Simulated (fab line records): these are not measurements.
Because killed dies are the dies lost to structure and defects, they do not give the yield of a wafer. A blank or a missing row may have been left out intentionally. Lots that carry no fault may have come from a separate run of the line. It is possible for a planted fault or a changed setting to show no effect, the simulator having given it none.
What tool caused it?	flow gf180mcu	Sampling: 12 lots, 36 wafers, 5 of 602 route steps

WHAT THE GAUGES SHOWED, per wafer
GF_PASSIVATION_THK_MEAS_01.
lot	measured	on	PASSIVATION_CVD_00_THK (nm)
L909	day 28 22:55	filmMetro-03	984 1003 997
L910	day 29 07:59	filmMetro-03	995 1022 1013
L911	day 29 12:46	filmMetro-01	986 982 990
L913	day 30 05:56	filmMetro-04	983 989 992
L914	day 30 13:22	filmMetro-04	968 997 987
L915	day 30 21:55	filmMetro-01	978 981 980
L916	day 31 06:04	filmMetro-03	979 970 995
L917	day 31 09:45	filmMetro-01	993 983 999
L919	day 32 02:48	filmMetro-03	921 930 922
L921	day 32 10:34	filmMetro-03	925 918 931
L928	day 34 01:07	filmMetro-03	980 992 998
L929	day 34 06:09	filmMetro-04	1010 1009 1019

EACH LOT AND THE TOOL THAT RAN IT (in order: tool; ch and the chambers of the sampled wafers; start)
lot	GF_V5_CVD_23	GF_V5_CMP_26	GF_TOP_METAL_SPUTTER_02	GF_PASSIVATION_CVD_00
L909	cvdW-01 ch 0,1, day 28 02:23	cmp-01 ch 0,2,3, day 28 02:44	pvdSputter-04, day 28 03:07	pecvd-01 ch 0,2, day 28 22:50
L910	cvdW-01 ch 0,1, day 28 10:46	cmp-01 ch 1,3, day 28 11:01	pvdSputter-04, day 28 11:27	pecvd-02 ch 1,2, day 29 07:53
L911	cvdW-02 ch 0,1, day 28 16:23	cmp-01 ch 0,1,2, day 28 16:41	pvdSputter-01, day 28 17:07	pecvd-01 ch 0,1, day 29 12:41
L913	cvdW-01 ch 0,1, day 29 09:41	cmp-02 ch 0,1,3, day 29 09:58	pvdSputter-02, day 29 10:24	pecvd-01 ch 0,2, day 30 05:51
L914	cvdW-02 ch 0, day 29 17:26	cmp-02 ch 0,1,3, day 29 17:43	pvdSputter-04, day 29 18:09	pecvd-01 ch 0,1,2, day 30 13:17
L915	cvdW-01 ch 0,1, day 30 01:59	cmp-01 ch 2,3, day 30 02:14	pvdSputter-04, day 30 02:40	pecvd-01 ch 0,1, day 30 21:49
L916	cvdW-01 ch 0,1, day 30 10:30	cmp-02 ch 0,1,3, day 30 10:47	pvdSputter-01, day 30 11:13	pecvd-01 ch 0,1,2, day 31 05:59
L917	cvdW-01 ch 0,1, day 30 13:53	cmp-01 ch 1,2,3, day 30 14:10	pvdSputter-01, day 30 14:36	pecvd-01 ch 0,1, day 31 09:40
L919	cvdW-01 ch 0,1, day 31 07:36	cmp-01 ch 1,2,3, day 31 07:53	pvdSputter-01, day 31 08:19	pecvd-01 ch 0,1,2, day 32 02:43
L921	cvdW-02 ch 0,1, day 31 16:08	cmp-01 ch 1,2,3, day 31 16:32	pvdSputter-04, day 31 16:52	pecvd-01 ch 0,2, day 32 10:29
L928	cvdW-01 ch 0,1, day 33 07:50	cmp-01 ch 2,3, day 33 08:11	pvdSputter-02, day 33 08:34	pecvd-02 ch 0,1, day 34 01:02
L929	cvdW-01 ch 0,1, day 33 12:32	cmp-02 ch 0,1,3, day 33 12:55	pvdSputter-02, day 33 13:16	pecvd-03 ch 0,2, day 34 06:04
- GF_V5_CVD_23: deposits W, target thk 350 nm, time 104.9 s.
- GF_V5_CMP_26: polishes, stops on SiO2, t overpolish 15 s, target thk 0 nm.
- GF_TOP_METAL_SPUTTER_02: material AlCu, target thk 900 nm, time 47.82 s.
- GF_PASSIVATION_CVD_00: deposits SiO2 from TEOS, target thk 1000 nm, time 111.95 s.

WHAT THE TOOLS THEMSELVES READ (means of the sampled wafers that have a number; where no wafer has one, the mark that the record gives instead)
GF_V5_CVD_23.
lot	tool	heaterPowerW (W)
L909	cvdW-01	807
L910	cvdW-01	810
L911	cvdW-02	904
L913	cvdW-01	814
L914	cvdW-02	931
L915	cvdW-01	838
L916	cvdW-01	836
L917	cvdW-01	834
L919	cvdW-01	818
L921	cvdW-02	920
L928	cvdW-01	829
L929	cvdW-01	814

GF_V5_CMP_26.
lot	tool	motorCurrentA (A)	overpolishRunS (s)	timeToEndpointS (s)
L909	cmp-01	11.8	14.994	87
L910	cmp-01	11.9	14.997	86
L911	cmp-01	12.0	15.001	90
L913	cmp-02	10.1	15.003	85
L914	cmp-02	10.3	15.002	84
L915	cmp-01	10.9	15.008	88
L916	cmp-02	10.1	15.006	82
L917	cmp-01	11.7	14.996	88
L919	cmp-01	11.4	15.008	88
L921	cmp-01	11.9	14.995	86
L928	cmp-01	11.4	14.997	83
L929	cmp-02	10.4	15.005	81

GF_TOP_METAL_SPUTTER_02.
lot	tool	throttleValvePct (%)
L909	pvdSputter-04	28.7
L910	pvdSputter-04	29.9
L911	pvdSputter-01	30.2
L913	pvdSputter-02	30.3
L914	pvdSputter-04	29.9
L915	pvdSputter-04	29.5
L916	pvdSputter-01	29.7
L917	pvdSputter-01	30.0
L919	pvdSputter-01	29.8
L921	pvdSputter-04	28.8
L928	pvdSputter-02	28.9
L929	pvdSputter-02	31.1

GF_PASSIVATION_CVD_00.
lot	tool	heaterPowerW (W)	rfFwdPowerW (W)
L909	pecvd-01	681	593.0
L910	pecvd-02	565	595.8
L911	pecvd-01	539	597.7
L913	pecvd-01	689	594.0
L914	pecvd-01	624	597.7
L915	pecvd-01	537	596.1
L916	pecvd-01	662	596.0
L917	pecvd-01	513	596.1
L919	pecvd-01	596	597.4
L921	pecvd-01	601	596.7
L928	pecvd-02	703	596.9
L929	pecvd-03	771	595.4

THE ANSWER, worked out from the rows above alone
Rule: the usual values come from the lots themselves. Put in order of their means at a reading, lots are off if they are a third of the lots or fewer, leave a main group of 4 or more, and stand apart from it by a gap of 3 or more times the standard deviation of the main group's means; of several such gaps the widest counts. Not used: any main group whose means are identical at the precision the tables above print for the reading. Also off: a lot with no number at a reading for which 4 or more lots have one. Where the step has rows for the other lots, those lots are counted as sound. Order of review: gauges by route order, followed by the tools' own readings, for which a lot's mean as printed above is used. The first step at which some lot is off is used, and at that step the reading that is off furthest; a lot without a number counts as furthest.
Off: at GF_PASSIVATION_THK_MEAS_01 (PASSIVATION_CVD_00_THK), L919, L921. Main group: mean 992 nm, sd 11.
If a tool, at a process step before that reading, ran all the lots that are off and no sound lot after the first of them, it fits. Gauges at GF_PASSIVATION_THK_MEAS_01: tried the same way as those tools. One candidate fits, namely pecvd-01 at GF_PASSIVATION_CVD_00. Its last sound lot is L917 (day 31 09:40), its first lot that is off L919 (day 32 02:43): a fault that began between those two fits.

WHAT THE SIMULATOR PUT IN
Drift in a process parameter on pecvd-01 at GF_PASSIVATION_CVD_00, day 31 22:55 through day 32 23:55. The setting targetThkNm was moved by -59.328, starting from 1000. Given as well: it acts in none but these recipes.
Shown lots that were struck: L919, L921. Same finding as the rule above.
